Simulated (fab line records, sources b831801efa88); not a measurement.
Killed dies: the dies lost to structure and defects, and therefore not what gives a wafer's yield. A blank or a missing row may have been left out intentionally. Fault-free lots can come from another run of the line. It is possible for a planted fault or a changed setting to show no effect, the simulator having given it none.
2 desks looking at one fault | flow sky130 | only its own numbers are on each desk; what lay behind them is given at the end

## DESK OF THE TOOL OWNER: iline stepper-02
The tool's own readings at SKY_SONOS_ONO_EXPOSE_10 (exposes mask ONOM, target cd 410 nm): means of the sampled wafers that have a number, for each lot that ran on this tool. Marked OUT: a lot whose mean sits more than 4 standard deviations from the usual mean, which makes it out of limits; the brackets give that distance.
Columns: A = focus offset nm at SKY_SONOS_ONO_EXPOSE_10, usual 0.0 nm
lot  | first seen here | A
L494 | day 12 07:10    | -0.5
L497 | day 12 22:15    | 0.2
L498 | day 13 18:29    | -0.2
L506 | day 16 02:16    | -0.6
L508 | day 16 20:32    | -0.2
L509 | day 17 00:08    | 0.3
L510 | day 17 10:29    | 0.2
L512 | day 18 08:05    | -0.5
L513 | day 18 15:49    | -0.4
Finding of this desk: none of the 9 lots has anything out of limits.

## AT THE METROLOGY DESK
Lot by lot, what the gauges showed, no matter which tool ran the lot: averages of those sampled wafers that carry a number. Marked OUT: a lot whose mean sits more than 4 standard deviations from the usual mean, which makes it out of limits; the brackets give that distance.
Columns: A = NWELL_RS at SKY_NWELL_RS_MEAS_29, usual 625.3 ohm/sq; B = SONOS_ONO_CVD_02_THK at SKY_SONOS_ONO_THK_MEAS_03, usual 10.51 nm; C = cd nm at SKY_SONOS_ONO_CD_MEAS_13, usual 409.7 nm
lot  | first seen here | A     | B     | C
L494 | day 5 09:36     | 624.2 | 10.42 | 407.2
L495 | day 5 13:55     | 623.0 | 10.34 | 411.0
L497 | day 6 00:31     | 626.5 | 10.32 | 339.4 (-32) OUT
L498 | day 6 13:23     | 625.6 | 10.41 | 348.3 (-28) OUT
L506 | day 8 07:28     | 623.4 | 10.62 | 409.6
L508 | day 8 18:02     | 622.7 | 10.45 | 413.8
L509 | day 8 23:35     | 625.1 | 10.59 | 410.1
L510 | day 9 06:35     | 625.7 | 10.61 | 410.6
L512 | day 9 21:04     | 624.3 | 10.58 | 407.5
L513 | day 10 06:32    | 625.5 | 10.47 | 409.4
L514 | day 10 07:47    | 626.1 | 10.76 | 407.7
L515 | day 10 10:12    | 626.4 | 10.77 | 410.3
L517 | day 11 02:17    | 625.0 | 10.88 | 410.0
This desk's finding: out of limits on L497, L498; first on L497, day 13 11:04 (cd nm at SKY_SONOS_ONO_CD_MEAS_13). Within limits: L494, L495, L506, L508, L509, L510, L512, L513, L514, L515, L517.

## TAKEN TOGETHER
The metrology desk could have raised an alarm at day 13 11:04, on L497, L498.
Nothing out of limits was seen by the tool owner's desk.
Tool owner's desk: L497, L498 on record, inside its limits.
All the named lots went through SKY_SONOS_ONO_EXPOSE_10 on iline stepper-02.

## WHAT THE SIMULATOR PUT IN
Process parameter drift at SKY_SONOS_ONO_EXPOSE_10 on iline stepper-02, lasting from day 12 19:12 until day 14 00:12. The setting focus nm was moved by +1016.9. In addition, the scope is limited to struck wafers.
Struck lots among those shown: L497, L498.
Hours from the fault's start to each desk's first reading out of limits: the metrology desk, 16.
